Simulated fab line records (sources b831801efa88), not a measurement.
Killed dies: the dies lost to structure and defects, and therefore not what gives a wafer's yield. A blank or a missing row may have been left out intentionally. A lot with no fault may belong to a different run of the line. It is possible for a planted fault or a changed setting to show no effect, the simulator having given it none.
Code-filled problem report in 8D (eight disciplines) form / flow sky130 / the parts of the form that need people (team, actions taken, sign-off) are left out

## 1. THE ISSUE
Wafers without a fault read 25.002, standard deviation 0.0078; beamEnergyKeV at SKY_LDD_P_IMPLANT_09 reads a mean of 26.766 on 6 wafers belonging to 2 lots. So: +99 or more standard deviations from the usual mean.
First seen on wafer L519.3, day 27 01:08, on implanter-01. The record has a number at this step for 42 wafers belonging to 14 lots. The rule behind "out" and "out of limits": a value lying over 4 standard deviations away from the usual mean. All remaining wafers that have a number are taken as sound.

## 2. WHAT IT IS; WHAT IT IS NOT
question=which readings at this step; is=beamEnergyKeV; is not=-
question=which lots; is=L519, L521; is not=L500, L501, L503, L504, L505, L506, L507, L508, L510, L511, L512, L516
question=which wafers of those lots; is=all that have a number; is not=-
question=read on which tools; is=implanter-01; is not=implanter-02, implanter-04
question=when; is=from day 27 01:08; is not=up to then (36 sound wafers)

## 3. SUSPECTS, AND WHAT RULES EACH OUT
Counting: a tool at any process step up to the reading remains a suspect when it ran all the lots that are out and ran no sound lot after the first of those.
- implanter-01 at SKY_LDD_P_IMPLANT_09: kept. Every lot that is out went through it, starting with L519 (day 27 01:08), and after that it ran no sound lot; the last sound lot it ran before then is L512 (day 24 13:44). Its own readings are out on those wafers: beamEnergyKeV.
After counting, what remains is implanter-01 at SKY_LDD_P_IMPLANT_09.

## 4. THE CAUSE (what the simulator had put in)
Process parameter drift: implanter-01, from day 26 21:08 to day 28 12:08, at SKY_LDD_P_IMPLANT_09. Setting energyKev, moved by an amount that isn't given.
After counting, this tool was the only one left.

## 5. SEQUENCE OF EFFECTS, ordered by route
One row per reading whose mean, taken over the struck wafers that have a number, lies over 3 standard deviations from the usual. Only readings whose record carries a usual standard deviation are examined. hours: median over the lots of the time between each lot's start at the first step of this table that gives one and its start at this step. sigmas: the change, counted in usual standard deviations.
hours=0; step=SKY_LDD_P_IMPLANT_09; reading=beamEnergyKeV; usual=25.002; on struck wafers=26.766; change=+1.764; sigmas=+99 or more
The process steps in it:
- SKY_LDD_P_IMPLANT_09
Later steps that measure or inspect, where all struck wafers having a row at the step show a number for every such reading and not one has moved that far: SKY_LDD_HVP_TW_MEAS_10.

## 6. HOW IT WOULD HAVE BEEN CAUGHT EARLIER
First out-of-limits reading in this record: day 27 01:08, which is 4 hours after fault onset at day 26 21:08.
